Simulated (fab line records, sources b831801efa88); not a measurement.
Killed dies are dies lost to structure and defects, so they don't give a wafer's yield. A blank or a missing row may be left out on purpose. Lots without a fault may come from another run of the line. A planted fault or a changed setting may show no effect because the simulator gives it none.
Problem report in the 8D (eight disciplines) form, filled by code | flow gf180mcu | the parts of the form that need people (team, actions taken, sign-off) are left out

1. THE PROBLEM
MVSD_OVL at GF_MVSD_OVL_MEAS_07 reads a mean of -87.4 nm on 6 wafers of 2 lots; wafers without a fault read -0.8 nm with a standard deviation of 1.3. That is -67 standard deviations from the usual mean.
First seen on wafer L308.2, day 6 08:49, on overlay-02. The record holds 36 wafers of 12 lots with a number at this step. Rule for "out", or "out of limits": more than 4 standard deviations from the usual mean. The other wafers with a number count as sound.

2. WHAT IT IS AND WHAT IT IS NOT
question                    | is                     | is not
which readings at this step | MVSD_OVL               | -
which lots                  | L308, L309             | L300, L301, L302, L303, L304, L307, L310, L317, L320, L322
which wafers of those lots  | all that have a number | -
read on which gauges        | overlay-02             | overlay-01
when                        | from day 6 08:49       | up to then (18 sound wafers); but 12 sound wafers of L310, L317, L320, L322 came after

3. SUSPECTS, AND WHAT RULES EACH OUT
Counting: a tool at a process step up to the reading stays a suspect if it ran every lot that is out and no sound lot after the first of them.
- the gauge at GF_MVSD_OVL_MEAS_07: kept. All the wafers that are out were read on overlay-02, and no step on other tools shows them out.
- iline_stepper-01 at GF_MVSD_EXPOSE_04 (exposes mask MVSD, target cd 1000 nm): kept. It ran every lot that is out, first L308 (day 6 01:42), and no sound lot after that; its last sound lot up to then is L304 (day 5 02:10).
Left after counting: iline_stepper-01 at GF_MVSD_EXPOSE_04, overlay-02 at GF_MVSD_OVL_MEAS_07.

4. THE CAUSE (what the simulator had put in)
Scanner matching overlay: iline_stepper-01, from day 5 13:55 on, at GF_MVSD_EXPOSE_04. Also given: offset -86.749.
Counting left 2 suspects, and this tool is among them.

5. THE CHAIN OF EFFECTS, in route order
Each row: a reading whose mean over the struck wafers that have a number lies more than 3 standard deviations from the usual. Only readings for which the record gives a usual standard deviation are gone through. hours: the time from each lot's start at the first step in this table that gives one to its start at this step, as a median over the lots. sigmas: the change in usual standard deviations.
hours | step                | reading  | usual   | on struck wafers | change | sigmas
0     | GF_MVSD_OVL_MEAS_07 | MVSD_OVL | -0.8 nm | -87.4            | -86.6  | -67

6. WHAT WOULD HAVE CAUGHT IT SOONER
In this record the first reading out of limits at a measuring or inspecting step was taken at day 6 08:49, 19 hours after the fault began at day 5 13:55.
Of the tool readings at GF_MVSD_EXPOSE_04 for which the record gives a usual standard deviation, none was out on any struck wafer, so an alarm limit of 4 standard deviations on them would not have fired.
All the lots that are out (2) had begun GF_MVSD_EXPOSE_04 on iline_stepper-01 by day 6 08:49. A hold on the tool at that time would have spared none of them.
